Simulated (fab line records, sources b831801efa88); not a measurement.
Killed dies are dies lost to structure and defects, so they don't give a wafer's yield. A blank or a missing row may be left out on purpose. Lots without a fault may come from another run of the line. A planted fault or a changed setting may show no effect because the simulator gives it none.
Which tool did it? | flow gf180mcu | 12 lots, 36 wafers sampled, at 5 steps of a route of 602

WHAT THE GAUGES READ, wafer by wafer
GF_DUAL_GATE_OVL_MEAS_11.
lot  | measured     | on         | DUAL_GATE_OVL (nm)
L866 | day 8 15:14  | overlay-02 | -0.1 -1.1 -0.3
L867 | day 8 22:38  | overlay-02 | 2.2 1.4 1.6
L869 | day 9 15:29  | overlay-02 | 0.1 -2.2 1.5
L870 | day 9 15:11  | overlay-01 | 2.3 2.6 1.2
L871 | day 9 21:02  | overlay-01 | 1.5 -0.9 -1.0
L872 | day 10 04:17 | overlay-01 | -0.7 0.6 -0.2
L874 | day 10 22:20 | overlay-02 | 2.0 1.6 2.4
L878 | day 11 21:17 | overlay-01 | 0.0 2.2 1.2
L879 | day 12 01:35 | overlay-01 | -1.0 1.6 0.1
L883 | day 13 13:08 | overlay-01 | 2.7 2.9 0.4
L886 | day 14 23:02 | overlay-02 | 1.4 2.9 0.6
L888 | day 15 06:50 | overlay-01 | 2.2 1.8 1.0

WHICH TOOL RAN EACH LOT (tool, then ch and the chambers of the sampled wafers, then the start)
lot  | GF_STI_DEHYDRATE_05              | GF_STI_ETCH_14                  | GF_STI_STRIP_15                     | GF_NWELL_STRIP_10
L866 | litho_track-02 ch 0, day 1 23:25 | rie_si-02 ch 0,1,3, day 2 06:24 | plasma_asher-04 ch 0,1, day 2 06:29 | plasma_asher-03 ch 0,1, day 3 13:16
L867 | litho_track-04 ch 0, day 2 05:51 | rie_si-02 ch 0,1,3, day 2 12:36 | plasma_asher-04 ch 0,1, day 2 12:41 | plasma_asher-03 ch 0,1, day 3 19:19
L869 | litho_track-03 ch 0, day 2 15:44 | rie_si-01 ch 1,2,3, day 2 22:53 | plasma_asher-01 ch 0,1, day 2 22:58 | plasma_asher-03 ch 0,1, day 4 08:55
L870 | litho_track-04 ch 0, day 2 20:42 | rie_si-01 ch 0,1,2, day 3 03:35 | plasma_asher-01 ch 0,1, day 3 03:40 | plasma_asher-04 ch 0,1, day 4 11:50
L871 | litho_track-04 ch 0, day 3 00:47 | rie_si-02 ch 2,3, day 3 07:56   | plasma_asher-04 ch 0,1, day 3 08:00 | plasma_asher-02 ch 0,1, day 4 16:08
L872 | litho_track-03 ch 0, day 3 06:33 | rie_si-02 ch 2,3, day 3 13:42   | plasma_asher-04 ch 0,1, day 3 13:47 | plasma_asher-02 ch 0,1, day 4 22:10
L874 | litho_track-04 ch 0, day 3 16:14 | rie_si-02 ch 0,2,3, day 3 23:33 | plasma_asher-03 ch 0,1, day 3 23:38 | plasma_asher-03 ch 0,1, day 5 07:13
L878 | litho_track-03 ch 0, day 4 13:18 | rie_si-02 ch 0,1,2, day 4 21:12 | plasma_asher-03 ch 0,1, day 4 21:17 | plasma_asher-04 ch 0,1, day 6 06:07
L879 | litho_track-03 ch 0, day 4 18:17 | rie_si-02 ch 0,1,2, day 5 01:38 | plasma_asher-03 ch 0,1, day 5 01:43 | plasma_asher-03 ch 0,1, day 6 10:58
L883 | litho_track-03 ch 0, day 5 14:02 | rie_si-01 ch 1,2,3, day 5 22:02 | plasma_asher-01 ch 0,1, day 5 22:08 | plasma_asher-02 ch 0,1, day 7 12:28
L886 | litho_track-03 ch 0, day 6 06:57 | rie_si-01 ch 0,2,3, day 6 15:14 | plasma_asher-01 ch 0,1, day 6 15:18 | plasma_asher-02 ch 0,1, day 8 15:55
L888 | litho_track-04 ch 0, day 6 19:17 | rie_si-01 ch 2,3, day 7 03:11   | plasma_asher-01 ch 0,1, day 7 03:15 | plasma_asher-03 ch 0,1, day 8 19:31
- GF_STI_DEHYDRATE_05: time 61.03 s.
- GF_STI_ETCH_14: etches Si in HBr/Cl2/O2, target depth 360 nm, time 102.9 s.
- GF_STI_STRIP_15: strips in O2/N2.
- GF_NWELL_STRIP_10: strips in O2/N2.

WHAT THE TOOLS THEMSELVES READ (means of the sampled wafers that have a number; where no wafer has one, the mark that the record gives instead)
GF_STI_DEHYDRATE_05.
lot  | tool           | exhaust_pa (Pa) | plate_sensor_t_centre_C (C) | plate_sensor_t_edge_C (C)
L866 | litho_track-02 | 45.2            | 201.06                      | 201.57
L867 | litho_track-04 | 45.3            | 201.08                      | 201.56
L869 | litho_track-03 | 44.2            | 201.07                      | 201.55
L870 | litho_track-04 | 44.5            | 201.06                      | 201.56
L871 | litho_track-04 | 44.6            | 201.06                      | 201.55
L872 | litho_track-03 | 45.0            | 201.08                      | 201.55
L874 | litho_track-04 | 44.4            | 201.07                      | 201.56
L878 | litho_track-03 | 46.3            | 201.07                      | 201.55
L879 | litho_track-03 | 46.5            | 201.08                      | 201.56
L883 | litho_track-03 | 45.0            | 201.07                      | 201.55
L886 | litho_track-03 | 46.3            | 201.07                      | 201.55
L888 | litho_track-04 | 45.2            | 201.07                      | 201.56

GF_STI_ETCH_14.
lot  | tool      | drypump_motor_current_A (A) | oes_product_au (a.u.) | run_length_s (s) | throttle_valve_pct (%)
L866 | rie_si-02 | 5.7                         | 0.989                 | 130.9            | 25.654
L867 | rie_si-02 | 5.7                         | 0.994                 | 130.8            | 25.675
L869 | rie_si-01 | 6.3                         | 1.003                 | 131.2            | 25.660
L870 | rie_si-01 | 6.0                         | 0.997                 | 131.4            | 25.670
L871 | rie_si-02 | 5.6                         | 0.995                 | 131.0            | 25.667
L872 | rie_si-02 | 5.6                         | 1.009                 | 131.1            | 25.657
L874 | rie_si-02 | 5.5                         | 1.002                 | 128.3            | 25.665
L878 | rie_si-02 | 5.7                         | 0.998                 | 128.5            | 25.658
L879 | rie_si-02 | 5.7                         | 0.997                 | 128.3            | 25.663
L883 | rie_si-01 | 6.3                         | 1.004                 | 131.0            | 25.655
L886 | rie_si-01 | 6.2                         | 1.005                 | 131.1            | 25.650
L888 | rie_si-01 | 6.6                         | 1.003                 | 131.0            | 25.661

GF_STI_STRIP_15.
lot  | tool            | drypump_motor_current_A (A) | heater_power_w (W) | oes_product_au (a.u.) | strip_time_to_endpoint_s (s)
L866 | plasma_asher-04 | 5.1                         | 342                | 0.389                 | 3.79
L867 | plasma_asher-04 | 5.1                         | 353                | 0.383                 | 3.73
L869 | plasma_asher-01 | 5.5                         | 320                | 0.385                 | 3.72
L870 | plasma_asher-01 | 5.6                         | 305                | 0.379                 | 3.68
L871 | plasma_asher-04 | 5.4                         | 308                | 0.383                 | 3.70
L872 | plasma_asher-04 | 5.4                         | 307                | 0.389                 | 3.74
L874 | plasma_asher-03 | 6.0                         | 330                | 0.386                 | 3.74
L878 | plasma_asher-03 | 5.9                         | 331                | 0.388                 | 3.76
L879 | plasma_asher-03 | 6.1                         | 340                | 0.393                 | 3.82
L883 | plasma_asher-01 | 5.6                         | 301                | 0.383                 | 3.73
L886 | plasma_asher-01 | 5.5                         | 319                | 0.382                 | 3.73
L888 | plasma_asher-01 | 5.6                         | 304                | 0.386                 | 3.68

GF_NWELL_STRIP_10.
lot  | tool            | drypump_motor_current_A (A) | heater_power_w (W) | oes_product_au (a.u.) | strip_time_to_endpoint_s (s)
L866 | plasma_asher-03 | 5.9                         | 330                | 0.725                 | 37.00
L867 | plasma_asher-03 | 6.1                         | 335                | 0.727                 | 37.10
L869 | plasma_asher-03 | 6.1                         | 344                | 0.722                 | 37.08
L870 | plasma_asher-04 | 5.1                         | 349                | 0.721                 | 37.05
L871 | plasma_asher-02 | 5.3                         | 390                | 0.723                 | 36.99
L872 | plasma_asher-02 | 5.6                         | 431                | 0.721                 | 37.00
L874 | plasma_asher-03 | 6.1                         | 341                | 0.721                 | 36.96
L878 | plasma_asher-04 | 5.4                         | 309                | 0.723                 | 36.88
L879 | plasma_asher-03 | 6.0                         | 339                | 0.720                 | 37.00
L883 | plasma_asher-02 | 5.3                         | 390                | 0.717                 | 37.07
L886 | plasma_asher-02 | 5.6                         | 436                | 0.719                 | 36.98
L888 | plasma_asher-03 | 6.1                         | 338                | 0.725                 | 36.94

THE ANSWER, worked out from the rows above alone
Rule: what is usual is taken from the lots themselves. Put in order of their means at a reading, lots are off if they are a third of the lots or fewer, leave a main group of 4 or more, and stand apart from it by a gap of 3 or more times the standard deviation of the main group's means; of several such gaps the widest counts. A main group whose means are all the same, to the digits that the tables above print for the reading, isn't used. A lot without any number at a reading at which 4 lots or more have one is off too. The other lots that the step has rows for count as sound. The gauges are gone through in route order, then the tools' own readings, and for those a lot's mean is taken as printed above. The first step at which some lot is off is used, and at that step the reading that is off furthest; a lot without a number counts as furthest.
Off: L874, L878, L879, at GF_STI_ETCH_14 (run_length_s). The main group: mean 131.1 s, standard deviation 0.16.
A tool fits if, at that step or a process step before it, it ran every lot that is off, and no sound lot after the first of them. One fits: rie_si-02 at GF_STI_ETCH_14. Its last sound lot is L872 (day 3 13:42), its first lot that is off L874 (day 3 23:33): a fault that began between those two fits.
The tool's own readings at GF_STI_ETCH_14 bear it out: on the lots that are off they differ by more than 5 times the standard deviation of the sound lots' means. run_length_s reads 128.4 s there against 131.1 s on the sound lots.

WHAT THE SIMULATOR HAD PUT IN
Process parameter drift: rie_si-02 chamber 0, from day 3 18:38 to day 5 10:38, at GF_STI_ETCH_14. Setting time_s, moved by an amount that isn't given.
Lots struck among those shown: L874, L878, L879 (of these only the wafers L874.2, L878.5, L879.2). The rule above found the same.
